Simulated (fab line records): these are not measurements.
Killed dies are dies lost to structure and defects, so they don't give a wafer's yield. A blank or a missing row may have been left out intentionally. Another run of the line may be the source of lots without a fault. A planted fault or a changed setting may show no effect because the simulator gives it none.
Matching of chambers :: flow sky130 :: SKY_VIA4_ETCH_12 on rie_diel-01: 4 sister chambers
The step etches SiO2 in C4F8/O2/Ar, stops on TiN, target depth 580 nm. 4 wafers are shown with their chamber, then 10 later ones without.

## WAFERS, EACH WITH ITS CHAMBER
wafer: L086.5
chamber: 0
rf_fwd_power_W (W): 1498

wafer: L086.6
chamber: 2
rf_fwd_power_W (W): 1486

wafer: L091.1
chamber: 3
rf_fwd_power_W (W): 1493

wafer: L091.2
chamber: 1
rf_fwd_power_W (W): 1494

## WAFERS MISSING THEIR CHAMBER
wafer: L091.6
rf_fwd_power_W (W): 1487

wafer: L094.2
rf_fwd_power_W (W): 1501

wafer: L094.5
rf_fwd_power_W (W): 1490

wafer: L094.6
rf_fwd_power_W (W): 1502

wafer: L095.2
rf_fwd_power_W (W): 1489

wafer: L095.5
rf_fwd_power_W (W): 1491

wafer: L095.6
rf_fwd_power_W (W): 1496

wafer: L097.1
rf_fwd_power_W (W): 1495

wafer: L097.5
rf_fwd_power_W (W): 1499

wafer: L097.6
rf_fwd_power_W (W): 1487

## WHICH CHAMBER EACH ONE RAN IN
wafer: L091.6
from the rows above: 2
in truth: 2

wafer: L094.2
from the rows above: can't be placed: 0 or 1
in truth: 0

wafer: L094.5
from the rows above: can't be placed: 3 or 1 or 2
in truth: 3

wafer: L094.6
from the rows above: can't be placed: 0 or 1
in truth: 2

wafer: L095.2
from the rows above: can't be placed: 2 or 3 or 1
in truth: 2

wafer: L095.5
from the rows above: can't be placed: 3 or 1 or 2
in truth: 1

wafer: L095.6
from the rows above: can't be placed: 0 or 1 or 3
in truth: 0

wafer: L097.1
from the rows above: can't be placed: 1 or 3 or 0
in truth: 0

wafer: L097.5
from the rows above: can't be placed: 0 or 1
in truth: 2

wafer: L097.6
from the rows above: 2
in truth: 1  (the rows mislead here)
1 of 10 placed correctly. Unplaceable from these rows: 8, with the true chamber sitting among the candidates in 6. 1 placed wrongly.
How it was worked out, from the rows above alone: a wafer's distance from a chamber is the root of the sum, over the readings, of the square of ((its reading less the chamber's mean) divided by the reading's scatter). If the next closest chamber is less than 2 further off than the closest, the wafer can't be placed; otherwise it belongs to the closest. Each chamber's mean is taken over the wafers shown for it. The scatter: with one shown wafer a chamber, the root of the mean of the squares of how far each hidden wafer lies from its nearest shown one.
